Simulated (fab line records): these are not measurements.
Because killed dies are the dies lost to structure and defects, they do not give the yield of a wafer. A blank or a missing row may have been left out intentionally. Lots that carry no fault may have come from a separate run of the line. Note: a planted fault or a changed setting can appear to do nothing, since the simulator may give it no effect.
Which of the tools did it? || flow sky130 || 14 lots with 42 wafers sampled at 2 steps, on a route of 708 steps

== WHAT EACH GAUGE READ, for each wafer ==
SKY_NWELL_OVL_MEAS_10. Usual: NWELL_00_OVL typically reads -0.3 nm, with standard deviation 1.5.
{"lot": "L864", "measured": "day 4 13:07", "on": "overlay-02", "NWELL_00_OVL (nm)": "0.0 -0.7 -0.9", "flag": ""}
{"lot": "L865", "measured": "day 4 20:03", "on": "overlay-01", "NWELL_00_OVL (nm)": "-1.2 -0.4 -2.3", "flag": ""}
{"lot": "L877", "measured": "day 7 13:26", "on": "overlay-01", "NWELL_00_OVL (nm)": "-0.6 -0.2 -2.8", "flag": ""}
{"lot": "L880", "measured": "day 9 00:15", "on": "overlay-02", "NWELL_00_OVL (nm)": "1.8 0.0 -1.2", "flag": ""}
{"lot": "L881", "measured": "day 8 23:55", "on": "overlay-01", "NWELL_00_OVL (nm)": "0.2 -1.1 0.0", "flag": ""}
{"lot": "L882", "measured": "day 9 11:05", "on": "overlay-02", "NWELL_00_OVL (nm)": "-0.6 2.4 -0.2", "flag": ""}
{"lot": "L883", "measured": "day 9 11:50", "on": "overlay-01", "NWELL_00_OVL (nm)": "1.0 2.2 -0.5", "flag": ""}
{"lot": "L884", "measured": "day 9 22:51", "on": "overlay-02", "NWELL_00_OVL (nm)": "-1.1 -2.3 -1.3", "flag": ""}
{"lot": "L885", "measured": "day 9 22:31", "on": "overlay-01", "NWELL_00_OVL (nm)": "-0.4 0.6 -1.4", "flag": ""}
{"lot": "L886", "measured": "day 10 01:04", "on": "overlay-02", "NWELL_00_OVL (nm)": "2.1 0.0 0.8", "flag": ""}
{"lot": "L887", "measured": "day 11 13:31", "on": "overlay-01", "NWELL_00_OVL (nm)": "-1.8 -1.6 -3.0", "flag": ""}

== WHAT TOOL EACH LOT RAN ON (gives the tool, then ch and the chambers of the sampled wafers, and finally the start) ==
{"lot": "L864", "SKY_FIELD_ISO_WET_ETCH_21": "wet-bench-02 ch 2, day 2 05:14"}
{"lot": "L865", "SKY_FIELD_ISO_WET_ETCH_21": "wet-bench-02 ch 3, day 2 10:43"}
{"lot": "L866", "SKY_FIELD_ISO_WET_ETCH_21": "wet-bench-04 ch 3, day 2 15:31"}
{"lot": "L867", "SKY_FIELD_ISO_WET_ETCH_21": "wet-bench-01 ch 2, day 2 22:11"}
{"lot": "L868", "SKY_FIELD_ISO_WET_ETCH_21": "wet-bench-02 ch 2, day 3 04:50"}
{"lot": "L877", "SKY_FIELD_ISO_WET_ETCH_21": "wet-bench-04 ch 1, day 5 00:04"}
{"lot": "L880", "SKY_FIELD_ISO_WET_ETCH_21": "wet-bench-04 ch 1, day 5 19:22"}
{"lot": "L881", "SKY_FIELD_ISO_WET_ETCH_21": "wet-bench-01 ch 0, day 5 23:53"}
{"lot": "L882", "SKY_FIELD_ISO_WET_ETCH_21": "wet-bench-02 ch 0, day 6 04:28"}
{"lot": "L883", "SKY_FIELD_ISO_WET_ETCH_21": "wet-bench-04 ch 3, day 6 07:52"}
{"lot": "L884", "SKY_FIELD_ISO_WET_ETCH_21": "wet-bench-04 ch 2, day 6 13:05"}
{"lot": "L885", "SKY_FIELD_ISO_WET_ETCH_21": "wet-bench-02 ch 1, day 6 17:49"}
{"lot": "L886", "SKY_FIELD_ISO_WET_ETCH_21": "wet-bench-02 ch 2, day 7 00:43"}
{"lot": "L887", "SKY_FIELD_ISO_WET_ETCH_21": "wet-bench-04 ch 1, day 8 13:25"}
- SKY_FIELD_ISO_WET_ETCH_21: etches SiO2 in dHF, target depth 20 nm, time 400 s.

== AS READ BY THE TOOLS THEMSELVES (means over the sampled wafers that have a number; for cases with no such wafer, the mark the record gives instead) ==
SKY_FIELD_ISO_WET_ETCH_21. Usual: bath-heat-duty-pct 6.3 %, standard deviation 0.85; run-length-s 428 s, standard deviation 3.5.
{"lot": "L864", "tool": "wet-bench-02", "bath-heat-duty-pct (%)": 5.4, "run-length-s (s)": 427, "flag": ""}
{"lot": "L865", "tool": "wet-bench-02", "bath-heat-duty-pct (%)": 6.3, "run-length-s (s)": 426, "flag": ""}
{"lot": "L866", "tool": "wet-bench-04", "bath-heat-duty-pct (%)": "-", "run-length-s (s)": "-", "flag": "OFF"}
{"lot": "L867", "tool": "wet-bench-01", "bath-heat-duty-pct (%)": "-", "run-length-s (s)": "-", "flag": "OFF"}
{"lot": "L868", "tool": "wet-bench-02", "bath-heat-duty-pct (%)": "-", "run-length-s (s)": "-", "flag": "OFF"}
{"lot": "L877", "tool": "wet-bench-04", "bath-heat-duty-pct (%)": 5.9, "run-length-s (s)": 424, "flag": ""}
{"lot": "L880", "tool": "wet-bench-04", "bath-heat-duty-pct (%)": 5.6, "run-length-s (s)": 424, "flag": ""}
{"lot": "L881", "tool": "wet-bench-01", "bath-heat-duty-pct (%)": 6.0, "run-length-s (s)": 426, "flag": ""}
{"lot": "L882", "tool": "wet-bench-02", "bath-heat-duty-pct (%)": 7.8, "run-length-s (s)": 427, "flag": ""}
{"lot": "L883", "tool": "wet-bench-04", "bath-heat-duty-pct (%)": 6.7, "run-length-s (s)": 434, "flag": ""}
{"lot": "L884", "tool": "wet-bench-04", "bath-heat-duty-pct (%)": 5.8, "run-length-s (s)": 426, "flag": ""}
{"lot": "L885", "tool": "wet-bench-02", "bath-heat-duty-pct (%)": 6.6, "run-length-s (s)": 427, "flag": ""}
{"lot": "L886", "tool": "wet-bench-02", "bath-heat-duty-pct (%)": 5.3, "run-length-s (s)": 426, "flag": ""}
{"lot": "L887", "tool": "wet-bench-04", "bath-heat-duty-pct (%)": 6.0, "run-length-s (s)": 423, "flag": ""}

== THE ANSWER, worked out from the rows above alone ==
Rule: take the mean of a lot's wafers that have a number; if it is more than 3 standard deviations from the usual mean, the lot is off. A lot without any number at a reading at which 4 lots or more have one is off too. The other lots that the step has rows for count as sound. The gauges are gone through in route order, then the tools' own readings, and for those a lot's mean is taken as printed above. At the first step where some lot is off, the reading lying furthest off is the one used; lots without a number count as furthest.
Off, at SKY_FIELD_ISO_WET_ETCH_21 on bath-heat-duty-pct: L866, L867, L868. Without a number there: L866, L867, L868.
A tool fits if, at that step or a process step before it, it ran every lot that is off, and no sound lot after the first of them. Of those tried, none fits.

== WHAT HAD BEEN PUT IN BY THE SIMULATOR ==
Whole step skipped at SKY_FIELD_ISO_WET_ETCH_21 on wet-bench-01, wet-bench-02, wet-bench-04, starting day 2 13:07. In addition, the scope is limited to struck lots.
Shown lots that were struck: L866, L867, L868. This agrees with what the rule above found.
